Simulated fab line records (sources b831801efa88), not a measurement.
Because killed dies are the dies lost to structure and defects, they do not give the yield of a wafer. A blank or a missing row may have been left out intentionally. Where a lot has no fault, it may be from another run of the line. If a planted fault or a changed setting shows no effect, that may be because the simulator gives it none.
Comparing a struck lot with a sound one | flow sky130 | 36 out of 708 route steps
Sound: these wafers, L390.2, L390.4, L390.5. The struck wafers were L377.3, L377.5, L377.6. Last of all comes the cause.
For every step that has rows: the tool of each side, followed by ch and its chambers, followed by its first start. Under that, the readings that differ: sound wafers | struck wafers | difference of the means | sigmas: that difference in standard deviations of wafers without a fault.
alike: readings with means less than 2 such deviations apart, plus words and numbers identical on both sides. not compared: withheld readings, readings lacking a value on some wafer, bounds such as >300 that could conceal the same value, and numbers that have no deviation in the record and whose values overlap.
The two part at a step that has a row with sigmas, a row that says differs or no value, or rows on one side only. Numbers that don't overlap but have no deviation are shown without sigmas and don't part them. A reading missing from all wafers of one side parts the sides only when that side holds two or more wafers.

first, 10 steps without rows for these wafers: SKY_METAL4_PEB_11; SKY_METAL4_DEVELOP_12 (develop time 60 s); SKY_METAL4_DESCUM_15 (chemistry O2, time 8 s); SKY_METAL4_ETCH_16 (etches BARC in N2/H2, stops on SiO2, time 88.2 s, target depth 60 nm); SKY_METAL4_ETCH_17 (etches SiO2 in C4F8/O2/Ar, stops on TiN, time 3.9 s, target depth 15 nm); SKY_METAL4_METAL_ETCH_18 (etches the open film in Cl2/BCl3, stops on SiO2, target depth 845 nm, time 183.1 s); SKY_METAL4_STRIP_19 (strips in O2/N2); SKY_METAL4_STRIP_20 (strips in post etch residue remover, time 1200 s); SKY_METAL4_CLEAN_21 (cleans in IPA, time 180 s); SKY_METAL4_CLEAN_22 (cleans in O3/DIW).
SKY_VIA4_HDPCVD_00: deposits SiO2, target thk 1750 nm, time 291.7 s.
  sound on hdpcvd-02 ch 0,1,2, day 48 06:47; struck on hdpcvd-01 ch 0,2, day 45 02:58
  reading                                  | sound          | struck            | difference | sigmas
  model.SiO2_of_VIA4_HDPCVD_00.thk-nm (nm) | 1751 1774 1743 | 530.5 531.2 505.3 | -1233.7    |
SKY_VIA4_THK_MEAS_01:
  sound: film-metro-02 at day 48 06:59; struck: film-metro-01 at day 45 03:10
  reading              | sound          | struck      | difference | sigmas
  VIA4_HDPCVD_THK (nm) | 1751 1774 1741 | 530 531 505 | -1233      | -62
then, 8 steps without rows for these wafers: SKY_VIA4_CMP_02 (polishes SiO2); SKY_VIA4_DEHYDRATE_04 (time 60 s); SKY_VIA4_HMDS_05 (prime time 60 s); SKY_VIA4_COAT_06 (resist thk 1140 nm); SKY_VIA4_SOFTBAKE_07 (time 60 s); SKY_VIA4_EXPOSE_08 (exposes mask VIM4, target cd 800 nm); SKY_VIA4_PEB_09; SKY_VIA4_DEVELOP_10 (develop time 60 s).
SKY_VIA4_ETCH_12: etches SiO2 in C4F8/O2/Ar, stops on TiN, target depth 580 nm.
  sound on rie-diel-04 ch 2,3, day 49 02:02; struck on rie-diel-01 ch 1,2, day 46 01:08
  reading                          | sound             | struck            | difference | sigmas
  oes-product-au (a.u.)            | 0.914 0.929 0.930 | 0.877 0.876 0.850 | -0.057     | -12
  model.etch.depth-nm (nm)         | 579.1 581.5 579.3 | 530.5 531.2 505.3 | -57.6      |
  model.VIA4.feature-depth-nm (nm) | 579.1 581.5 579.3 | 530.5 531.2 505.3 | -57.6      |
then, 13 steps without rows for these wafers: SKY_VIA4_STRIP_13 (strips in O2/N2); SKY_VIA4_STRIP_14 (strips in post etch residue remover, time 1200 s); SKY_VIA4_CLEAN_15 (cleans in IPA, time 180 s); SKY_VIA4_CLEAN_16 (cleans in O3/DIW); SKY_VIA4_SPUTTER_17 (material TiN, target thk 20 nm, time 80 s); SKY_VIA4_CVD_18 (deposits W, target thk 505 nm, time 152.14 s); SKY_VIA4_CMP_21 (polishes, stops on SiO2, t overpolish 25 s, target thk 0 nm); SKY_METAL5_SPUTTER_00 (material Ti, target thk 15 nm, time 10 s); SKY_METAL5_SPUTTER_01 (material TiN, target thk 20 nm, time 16.7 s); SKY_METAL5_SPUTTER_02 (material AlCu, target thk 1150 nm, time 61.2 s); SKY_METAL5_SPUTTER_03 (material Ti, target thk 5 nm, time 3.3 s); SKY_METAL5_SPUTTER_04 (material TiN, target thk 70 nm, time 58.3 s); SKY_METAL5_DEHYDRATE_07 (time 60 s).
SKY_METAL5_METAL_ETCH_15: etches the open film in Cl2/BCl3, stops on SiO2, target depth 1260 nm, time 252 s.
  sound on rie-metal-04 ch 0,1, day 49 21:22; struck on rie-metal-01 ch 0,1, day 46 23:38
  reading                                  | sound         | struck          | difference | sigmas
  model.SiO2_of_VIA4_HDPCVD_00.thk-nm (nm) | 549 550.1 549 | 500 500.7 474.7 | -58        |
  alike: drypump-motor-current-A, oes-product-au, throttle-valve-pct
  not compared: rf-hours-counter-h
SKY_PAD_OPEN_PROBE_99:
  sound: prober-02 at day 51 08:41; struck: prober-02 at day 48 17:51
  reading                               | sound               | struck                      | difference | sigmas
  model.etest.tester.sort-n-pass        | 414 389 400         | 218 220 207                 | -186       |
  model.etest.tester.sort-yield-pct (%) | 84.15 79.06 81.3    | 44.31 44.72 42.07           | -37.80     |
  model.etest.tester.sort_bin_3_pct (%) | 0.6098 0.6098 1.626 | 36.38 39.23 41.46           | +38.07     |
  model.etest.met5-comb.leak-log10-a-um | -12 -12.09 -12.03   | -7.098 -7.056 -6.982        | +4.995     |
  model.etest.tester.sort_bin_8_pct (%) | 0 0 0               | 0.001318 0.001034 0.0001857 | +0.000846  |
  alike: defect-limited-yield, killed_at_M0_to_M3, killed_at_M4_up, killed-at-contacts, killed-at-front-end, killed-at-other, killed-dies, killed-on-rim, killed-open, killed-short

WHERE THEY PART
Last at SKY_VIA4_ETCH_12 as far as this record goes, first at SKY_VIA4_THK_MEAS_01. Later steps at which nothing parts them and some readings are alike: SKY_METAL5_METAL_ETCH_15, SKY_PAD_OPEN_PROBE_99.

WHY: what the simulator had put in
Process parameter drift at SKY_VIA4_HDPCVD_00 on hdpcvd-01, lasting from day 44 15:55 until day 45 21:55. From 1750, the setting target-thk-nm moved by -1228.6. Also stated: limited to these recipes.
